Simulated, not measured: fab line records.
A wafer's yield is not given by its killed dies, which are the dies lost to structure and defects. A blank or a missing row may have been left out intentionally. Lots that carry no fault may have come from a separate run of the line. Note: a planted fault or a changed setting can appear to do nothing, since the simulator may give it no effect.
Which tool was responsible? ; flow sfqLine ; Sampling: 13 lots, 39 wafers, 4 of 325 route steps

## WHAT EACH GAUGE READ, for each wafer
SFQ_M6_RS_MEAS_938: uses a four-point probe to measure.
lot;measured;on;M6_NB_RS (ohm/sq)
L604;day 68 22:34;filmMetro-04;0.897 0.887 0.881
L605;day 69 11:37;filmMetro-03;0.904 0.902 0.891
L606;day 71 20:53;filmMetro-03;0.890 0.891 0.892
L607;day 72 06:56;filmMetro-03;0.895 0.889 0.889
L608;day 72 08:11;filmMetro-03;0.895 0.891 0.888
L609;day 72 10:32;filmMetro-04;0.889 0.884 0.893
L610;day 72 14:08;filmMetro-04;0.897 0.905 0.904
L615;day 76 07:24;filmMetro-03;1.630 0.881 0.883
L616;day 77 17:07;filmMetro-01;0.877 0.889 0.890
L620;day 79 00:52;filmMetro-03;0.891 0.898 0.897
L621;day 80 10:49;filmMetro-03;0.889 0.876 0.891
L623;day 81 02:38;filmMetro-04;0.885 0.877 0.884
L626;day 85 22:05;filmMetro-01;0.889 0.894 0.890

SFQ_M6_OVL_MEAS_940.
lot;measured;on;M6_OVL (nm)
L604;day 70 23:00;overlay-02;-3 -1 4
L605;day 71 00:12;overlay-02;-1 -6 -7
L606;day 71 23:34;overlay-01;-3 -1 -4
L607;day 72 09:55;overlay-01;8 1 -6
L608;day 72 11:08;overlay-01;-9 3 -1
L609;day 72 12:58;overlay-01;-4 1 4
L610;day 73 10:56;overlay-02;-5 -3 4
L615;day 76 09:48;overlay-01;1 -9 -10
L616;day 78 00:26;overlay-02;2 -9 2
L620;day 82 06:52;overlay-01;-7 4 2
L621;day 83 16:01;overlay-02;-11 -6 -6
L623;day 84 14:57;overlay-01;-1 -3 -10
L626;day 86 00:38;overlay-02;-7 -5 4

## WHICH TOOL RAN EACH LOT (tool, then ch and the chambers of the sampled wafers, then the start)
lot;SFQ_TRILAYER_I5_ETCH_VIA_ETCH_147;SFQ_TRILAYER_M6_DEP_SPUTTER_157
L604;rieDiel-03 ch 0,1,3, day 64 18:57;pvdSputter-04, day 68 22:29
L605;rieDiel-03 ch 0,1, day 68 09:38;pvdSputter-04, day 69 11:31
L606;rieDiel-02 ch 0,2,3, day 68 12:02;pvdSputter-03, day 71 20:03
L607;rieDiel-01 ch 0,1,3, day 68 13:14;pvdSputter-06, day 72 06:51
L608;rieDiel-03 ch 1,3, day 68 15:38;pvdSputter-03, day 72 08:03
L609;rieDiel-02 ch 1,2,3, day 68 16:50;pvdSputter-04, day 72 10:27
L610;rieDiel-02 ch 0,3, day 68 22:50;pvdSputter-06, day 72 14:03
L615;rieDiel-03 ch 0,3, day 71 21:16;pvdSputter-04, day 76 07:16
L616;rieDiel-01 ch 2,3, day 74 05:55;pvdSputter-03, day 77 17:00
L620;rieDiel-03 ch 0,3, day 78 19:57;pvdSputter-03, day 79 00:47
L621;rieDiel-02 ch 0,1,3, day 79 15:16;pvdSputter-03, day 80 10:43
L623;rieDiel-02 ch 1,2, day 80 19:43;pvdSputter-04, day 81 02:32
L626;rieDiel-03 ch 0,3, day 82 22:33;pvdSputter-04, day 85 22:00
- SFQ_TRILAYER_I5_ETCH_VIA_ETCH_147: etches the open film in CHF3, stops on Nb, target depth 360 nm.
- SFQ_TRILAYER_M6_DEP_SPUTTER_157: material Nb, target thk 200 nm, time 133.3 s.

## AS READ BY THE TOOLS THEMSELVES (means over the sampled wafers that have a number; for cases with no such wafer, the mark the record gives instead)
SFQ_TRILAYER_I5_ETCH_VIA_ETCH_147.
lot;tool;biasW (W);drypumpMotorCurrentA (A);oesProductAu (a.u.)
L604;rieDiel-03;79.86;6.0;0.985
L605;rieDiel-03;80.09;5.8;0.987
L606;rieDiel-02;80.26;6.3;0.983
L607;rieDiel-01;79.88;5.8;0.992
L608;rieDiel-03;80.17;6.2;0.983
L609;rieDiel-02;79.98;5.9;0.986
L610;rieDiel-02;79.83;6.1;0.991
L615;rieDiel-03;79.84;6.1;0.988
L616;rieDiel-01;79.91;5.9;0.990
L620;rieDiel-03;80.14;6.0;0.977
L621;rieDiel-02;79.93;5.8;0.981
L623;rieDiel-02;80.23;5.9;0.986
L626;rieDiel-03;80.21;6.1;0.989

SFQ_TRILAYER_M6_DEP_SPUTTER_157.
lot;tool;basePressurePa (Pa);throttleValvePct (%)
L604;pvdSputter-04;1.38e-06;30.2
L605;pvdSputter-04;1.33e-06;28.8
L606;pvdSputter-03;1.34e-06;30.7
L607;pvdSputter-06;1.24e-06;30.9
L608;pvdSputter-03;1.43e-06;30.3
L609;pvdSputter-04;1.34e-06;30.1
L610;pvdSputter-06;1.24e-06;31.2
L615;pvdSputter-04;1.27e-06;30.0
L616;pvdSputter-03;1.21e-06;30.4
L620;pvdSputter-03;1.38e-06;29.3
L621;pvdSputter-03;1.34e-06;29.7
L623;pvdSputter-04;1.24e-06;29.0
L626;pvdSputter-04;1.26e-06;29.8

## THE ANSWER, worked out from the rows above alone
Rule: the usual values come from the lots themselves. The widest of any qualifying gaps counts: lots, ordered by their means at a reading, are off when they make up no more than a third of the lots, leave a main group of 4 or more, and stand apart from it by 3 or more times the standard deviation of that group's means. The tables above print the reading to a certain number of digits; a main group whose means all agree to those digits is not used. A lot without any number at a reading at which 4 lots or more have one is off too. Any other lot the step has rows for is counted as sound. Order of review: gauges by route order, followed by the tools' own readings, for which a lot's mean as printed above is used. The first step at which some lot is off is used, and at that step the reading that is off furthest; a lot without a number counts as furthest.
Off: L615, at SFQ_M6_RS_MEAS_938 (M6_NB_RS). For the main group the mean is 0.891 ohm/sq and the standard deviation 0.0055.
If a tool, at a process step before that reading, ran all the lots that are off and no sound lot after the first of them, it fits. The gauges at SFQ_M6_RS_MEAS_938 are tried like those tools. Not one of the candidates tried fits.

## WHAT THE SIMULATOR HAD INSERTED
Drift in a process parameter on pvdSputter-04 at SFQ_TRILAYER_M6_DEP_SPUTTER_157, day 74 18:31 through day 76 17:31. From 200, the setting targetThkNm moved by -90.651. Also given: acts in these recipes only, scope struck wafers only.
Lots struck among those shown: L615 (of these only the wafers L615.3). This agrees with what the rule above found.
